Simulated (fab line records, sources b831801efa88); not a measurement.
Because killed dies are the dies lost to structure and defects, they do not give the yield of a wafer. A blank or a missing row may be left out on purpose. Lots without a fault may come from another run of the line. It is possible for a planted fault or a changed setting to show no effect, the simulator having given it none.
fab line records	flow sky130
[record] lots = 14	wafers = 42	last-day = 50
route steps=708 shown CONTACT@425 METAL1@439 VIA2@521
lots that met no fault: from a run of the same line without faults
start-h: hours from the record's first day to the start of the lot's first wafer shown	wait-h: time in hours since the lot's previous step	" as in the row above	L1.1+2: several wafers, shown together as one row	- value missing, or start not given	* or withheld: withheld	< > ~ a bound
route shown NAME@n: names a module that has steps shown in the file, with the first one's number in the route	usual: mean and standard deviation over wafers with no fault	same: alike in all rows	chamber/n: place in a boat	sites: the reading at each site	_std_site: how widely they spread, as a standard deviation	_edge_site: inner sites' mean taken away from outer sites' mean	radius-mm: how far each site lies from the wafer's centre	mask NAME#n: copy n	behind: the last tool/chamber to shape the wafer	hold: the reason the lot was held/the length of the hold in hours/how it ended	device: names the non-switching transistor (n, p or np)	end of line: the route-end tests of the same wafers	step lacking rows: just its recipe	killed: count of dies lost to structure and defects at first sort (not the wafer's yield)	map: dies across one wafer; x = killed, . = not, _ = none there
set.NAME: the setting as run; set.NAME@STEP: as run at that earlier step	model.NAME: the simulator's own value behind a step, which no gauge read
one table for each step of the route and one row for each wafer, over a sample of lots
services: the hour from which a tool's chamber was out of use, counted from the record's first day as start-h (under 0 if before that day), plus the number of hours and why
[[steps]]
[step SKY_CONTACT_STRIP_19]
[recipe] chemistry = O2/N2	power-w = 1400	pressure-mtorr = 1500	platen-temp-c = withheld	o2-flow-sccm = 3000	n2-flow-sccm = 300	overash-fraction = 0.5
[usual] drypump-motor-current-A = 5.82/0.26	oes-product-au = 0.382/0.0051	strip-time-to-endpoint-s = 3.63/0.048
lot.wafer	tool	chamber	start-h	wait-h	drypump-motor-current-A	oes-product-au	rf-hours-counter-h	strip-time-to-endpoint-s
L645.2	plasma-asher-03	0	738.60	-	5.48	0.387	94	3.73
L645.4	"	0	"	"	5.49	0.381	-	3.61
L645.5	"	0	"	"	5.50	0.386	-	3.61
L647.1	plasma-asher-01	1	752.49	-	5.67	0.378	1	3.56
L647.3	"	0	"	"	5.91	0.380	-	3.64
L647.5	"	0	"	"	5.92	0.382	-	3.61
L648.1	plasma-asher-02	1	756.09	-	6.26	0.381	30	3.60
L648.4	"	0	"	"	5.75	0.385	-	3.57
L648.6	"	1	"	"	6.24	0.381	-	3.61
L650.1	plasma-asher-02	0	783.55	-	5.74	0.381	32	3.72
L650.3	"	0	"	"	5.72	0.377	-	3.66
L650.5	"	1	"	"	6.25	0.384	-	3.64
L651.1	plasma-asher-02	1	793.50	-	6.27	0.376	33	3.61
L651.4	"	1	"	"	6.27	0.385	-	3.72
L651.6	"	1	"	"	6.27	0.386	-	3.68
L652.1	plasma-asher-03	0	802.05	-	5.50	0.384	100	3.61
L652.4	"	0	"	"	5.52	0.375	-	3.59
L652.6	"	0	"	"	5.50	0.381	-	3.58
L654.2	plasma-asher-03	1	825.00	-	5.55	0.380	102	3.60
L654.4	"	0	"	"	5.49	0.381	-	3.57
L654.6	"	0	"	"	5.50	0.376	-	3.60
L656.2	plasma-asher-03	1	831.24	-	5.56	0.382	103	3.70
L656.4	"	1	"	"	5.56	0.385	-	3.63
L656.5	"	1	"	"	5.53	0.383	-	3.67
L657.1	plasma-asher-02	1	835.09	-	6.27	0.397	38	3.63
L657.4	"	0	"	"	5.74	0.382	-	3.71
L657.6	"	0	"	"	5.74	0.379	-	3.61
L658.1	plasma-asher-01	1	836.09	-	5.67	0.380	9	3.58
L658.5	"	1	"	"	5.67	0.380	-	3.58
L658.6	"	0	"	"	5.94	0.385	-	3.60
L663.4	plasma-asher-01	0	875.73	-	5.92	0.376	-	3.57
L663.5	"	0	"	"	5.92	0.382	-	3.60
L663.6	"	1	"	"	5.69	0.376	-	3.63
L665.1	plasma-asher-01	1	882.13	-	5.67	0.382	13	3.69
L665.4	"	0	"	"	5.92	0.384	-	3.62
L665.5	"	0	"	"	5.92	0.376	-	3.65
L667.2	plasma-asher-01	1	897.95	-	5.68	0.391	14	3.75
L667.4	"	0	"	"	5.93	0.382	-	3.59
L667.5	"	0	"	"	5.94	0.378	-	3.58
L668.1	plasma-asher-01	0	907.59	-	5.93	0.387	15	3.68
L668.3	"	1	"	"	5.70	0.376	-	3.61
L668.6	"	0	"	"	5.93	0.373	-	3.52
[step SKY_METAL1_RS_MEAS_05]
[recipe] thk-meas-gauge = four-point-probe	reads = TiN_of_METAL1_SPUTTER_04+Ti_of_METAL1_SPUTTER_03+AlCu_of_METAL1_SPUTTER_02+TiN_of_METAL1_SPUTTER_01+Ti_of_METAL1_SPUTTER_00
[usual] METAL1_ALCU_RS = 0.1265/0.0018
lot.wafer	tool	chamber	start-h	wait-h	METAL1_ALCU_RS[ohm/sq]
L645.2	film-metro-04	-	740.01	0.0	0.1253
L645.4	"	-	"	"	0.1243
L645.5	"	-	"	"	0.1248
L647.1	film-metro-02	-	753.88	0.0	0.1267
L647.3	"	-	"	"	0.1261
L647.5	"	-	"	"	0.1288
L648.1	film-metro-02	-	757.48	0.0	0.1284
L648.4	"	-	"	"	0.1304
L648.6	"	-	"	"	0.1275
L650.1	film-metro-04	-	784.97	0.0	0.1297
L650.3	"	-	"	"	0.1287
L650.5	"	-	"	"	0.1308
L651.1	film-metro-01	-	795.34	0.0	0.1259
L651.4	"	-	"	"	0.1227
L651.6	"	-	"	"	0.1228
L652.1	film-metro-02	-	803.51	0.0	0.1228
L652.4	"	-	"	"	0.1235
L652.6	"	-	"	"	0.1246
L654.2	film-metro-04	-	826.41	0.0	0.1278
L654.4	"	-	"	"	0.1291
L654.6	"	-	"	"	0.1283
L656.2	film-metro-04	-	832.65	0.0	0.1262
L656.4	"	-	"	"	0.1261
L656.5	"	-	"	"	0.1254
L657.1	film-metro-02	-	836.48	0.0	0.1260
L657.4	"	-	"	"	0.1238
L657.6	"	-	"	"	0.1261
L658.1	film-metro-01	-	837.48	0.0	0.1256
L658.5	"	-	"	"	0.1255
L658.6	"	-	"	"	0.1247
L663.4	film-metro-02	-	877.19	0.1	0.1251
L663.5	"	-	"	"	0.1264
L663.6	"	-	"	"	0.1268
L665.1	film-metro-01	-	883.56	0.0	0.1274
L665.4	"	-	"	"	0.1262
L665.5	"	-	"	"	0.1294
L667.2	film-metro-01	-	899.36	0.0	0.1265
L667.4	"	-	"	"	0.1271
L667.5	"	-	"	"	0.1265
L668.1	film-metro-04	-	909.09	0.0	0.1289
L668.3	"	-	"	"	0.1284
L668.6	"	-	"	"	0.1288
[step SKY_METAL1_OVL_MEAS_16]
[usual] METAL1_OVL = 2/4.7
lot.wafer	tool	chamber	start-h	wait-h	METAL1_OVL[nm]
L645.2	overlay-02	-	766.71	0.1	-1
L645.4	"	-	"	"	8
L645.5	"	-	"	"	1
L647.1	overlay-02	-	780.97	0.1	0
L647.3	"	-	"	"	1
L647.5	"	-	"	"	1
L648.1	overlay-02	-	784.52	0.1	0
L648.4	"	-	"	"	7
L648.6	"	-	"	"	0
L650.1	overlay-02	-	811.58	0.1	6
L650.3	"	-	"	"	10
L650.5	"	-	"	"	9
L651.1	overlay-01	-	822.06	0.1	10
L651.4	"	-	"	"	4
L651.6	"	-	"	"	5
L652.1	overlay-01	-	829.83	0.1	3
L652.4	"	-	"	"	1
L652.6	"	-	"	"	0
L654.2	overlay-02	-	853.03	0.1	9
L654.4	"	-	"	"	9
L654.6	"	-	"	"	12
L656.2	overlay-01	-	859.46	0.1	7
L656.4	"	-	"	"	6
L656.5	"	-	"	"	0
L657.1	overlay-02	-	863.52	0.1	5
L657.4	"	-	"	"	9
L657.6	"	-	"	"	9
L658.1	overlay-01	-	864.21	0.1	-3
L658.5	"	-	"	"	-11
L658.6	"	-	"	"	-5
L663.4	overlay-02	-	902.40	0.1	2
L663.5	"	-	"	"	1
L663.6	"	-	"	"	0
L665.1	overlay-01	-	908.96	0.1	-1
L665.4	"	-	"	"	-2
L665.5	"	-	"	"	3
L667.2	overlay-02	-	924.13	0.1	6
L667.4	"	-	"	"	5
L667.5	"	-	"	"	5
L668.1	overlay-01	-	933.63	0.1	1
L668.3	"	-	"	"	-3
L668.6	"	-	"	"	-6
[step SKY_VIA2_ETCH_14]
[recipe] chemistry = N2/H2	target = BARC	ion-energy-ev = 200	source-w = 500	bias-w = 100	pressure-mtorr = 30	n2-flow-sccm = 100	h2-flow-sccm = 200	stop-on = SiO2	time-s = 45.9	target-depth-a = 600
[usual] drypump-motor-current-A = 5.8/0.39	oes-product-au = 0.854/0.0048	run-length-s = 73.9/0.46	throttle-valve-pct = 13.224/0.0091
lot.wafer	tool	chamber	start-h	wait-h	drypump-motor-current-A	oes-product-au	rf-hours-counter-h	run-length-s	throttle-valve-pct
L645.2	rie-diel-01	2	851.41	0.0	6.0	0.849	4	73.8	13.220
L645.4	"	1	"	"	6.2	0.853	12	74.0	13.219
L645.5	"	0	"	"	5.2	0.857	-	73.5	13.226
L647.1	rie-diel-02	1	865.97	0.0	5.6	0.857	12	74.0	13.219
L647.3	"	3	"	"	6.6	0.859	4	73.1	13.239
L647.5	"	1	"	"	5.6	0.856	-	73.9	13.211
L648.1	rie-diel-03	2	868.42	0.0	6.3	0.862	9	74.1	13.214
L648.4	"	1	"	"	5.5	0.851	8	73.3	13.219
L648.6	"	0	"	"	5.6	0.852	-	74.3	13.226
L650.1	rie-diel-03	2	894.96	0.0	6.3	0.855	10	73.9	13.226
L650.3	"	3	"	"	5.9	0.855	3	74.1	13.219
L650.5	"	0	"	"	5.6	0.855	-	74.2	13.231
L651.1	rie-diel-03	1	905.06	0.0	5.5	0.859	8	73.3	13.226
L651.4	"	0	"	"	5.6	0.853	15	75.0	13.228
L651.6	"	2	"	"	6.3	0.853	-	73.9	13.233
L652.1	rie-diel-01	3	912.38	0.0	6.1	0.866	21	74.4	13.239
L652.4	"	1	"	"	6.2	0.853	14	74.0	13.227
L652.6	"	0	"	"	5.2	0.856	-	73.5	13.215
L654.2	rie-diel-02	0	933.82	0.0	5.7	0.854	20	74.2	13.221
L654.4	"	3	"	"	6.6	0.855	6	73.5	13.234
L654.6	"	3	"	"	6.6	0.846	-	73.4	13.214
L656.2	rie-diel-02	3	943.02	0.0	6.6	0.944	6	68.8	13.228
L656.4	"	0	"	"	5.7	0.933	20	69.5	13.228
L656.5	"	0	"	"	5.7	0.933	-	70.0	13.222
L657.1	rie-diel-02	1	944.62	0.0	5.6	0.939	15	69.9	13.248
L657.4	"	3	"	"	6.6	0.936	-	68.7	13.223
L657.6	"	1	"	"	5.6	0.941	-	69.5	13.235
L658.1	rie-diel-03	2	945.84	0.0	6.3	0.858	11	73.9	13.226
L658.5	"	3	"	"	5.9	0.855	-	73.5	13.243
L658.6	"	0	"	"	5.6	0.856	-	74.7	13.234
L663.4	rie-diel-01	1	979.48	0.0	6.2	0.862	-	74.4	13.226
L663.5	"	2	"	"	6.1	0.860	-	73.9	13.227
L663.6	"	0	"	"	5.2	0.850	-	73.6	13.227
L665.1	rie-diel-03	3	987.07	0.0	6.0	0.851	6	73.4	13.213
L665.4	"	2	"	"	6.3	0.864	12	74.1	13.219
L665.5	"	0	"	"	5.6	0.850	-	74.7	13.231
L667.2	rie-diel-03	0	1002.66	0.0	5.6	0.860	17	74.4	13.241
L667.4	"	3	"	"	5.9	0.851	7	73.4	13.208
L667.5	"	0	"	"	5.6	0.864	-	74.6	13.222
L668.1	rie-diel-01	1	1008.42	0.0	6.2	0.852	18	74.7	13.211
L668.3	"	2	"	"	6.1	0.855	9	73.9	13.232
L668.6	"	2	"	"	6.1	0.857	-	74.2	13.229
[[services]]
tool	chamber	start-h	hours	kind
plasma-asher-02	-	729.60	15.6	pm
plasma-asher-01	-	733.75	9.0	pm
rie-diel-02	1	737.66	4.7	repair
rie-diel-02	1	752.63	10.7	repair
plasma-asher-02	-	756.63	11.1	repair
rie-diel-02	-	762.06	1.2	repair
plasma-asher-03	-	762.87	4.5	repair
rie-diel-01	0	779.55	3.6	repair
plasma-asher-03	-	782.71	1.7	repair
rie-diel-03	1	789.64	2.9	repair
plasma-asher-03	-	790.51	2.8	pm
plasma-asher-01	-	802.16	12.6	repair
rie-diel-03	3	808.40	26.5	repair
rie-diel-03	2	856.12	7.4	repair
rie-diel-02	-	876.56	2.8	pm
rie-diel-02	-	881.02	0.5	repair
rie-diel-03	1	883.77	5.0	repair
plasma-asher-01	-	893.59	2.8	pm
plasma-asher-01	-	900.58	6.9	repair
rie-diel-01	1	903.49	4.0	repair
rie-diel-03	1	919.90	9.4	repair
rie-diel-03	-	935.86	2.8	pm
rie-diel-03	0	957.57	21.5	repair
rie-diel-03	2	994.68	5.5	repair
[[key]]
[first-sign] step = SKY_VIA2_ETCH_14	reading = oes-product-au	direction = up	sigmas = 17	usual = 0.854	struck = 0.938
[effect] step = SKY_VIA2_ETCH_14	reading = run-length-s	direction = down	sigmas = 9.9	usual = *	struck = *
met-at SKY_VIA2_ETCH_14
struck-lots L656,L657
rows-end L656.2,L656.4,L656.5,L657.1,L657.4,L657.6
not-acting-at SKY_CONTACT_STRIP_19,SKY_METAL1_RS_MEAS_05,SKY_METAL1_OVL_MEAS_16
onset-between 933.82 943.02
[earlier-fault] kind = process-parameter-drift	tool = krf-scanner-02	chamber = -	onset-h = 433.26	steps = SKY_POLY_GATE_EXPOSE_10	channel = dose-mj	offset = 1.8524	shape = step	acts-in = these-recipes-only	stated = 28
[fault] kind = process-parameter-drift	tool = rie-diel-02	chamber = -	onset-h = 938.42	steps = SKY_VIA2_ETCH_14	channel = time-s	offset = *	shape = step	end-h = 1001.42	acts-in = *	stated = *
// rows-end: these wafers met a further fault down the route, and their rows from its step on are left out
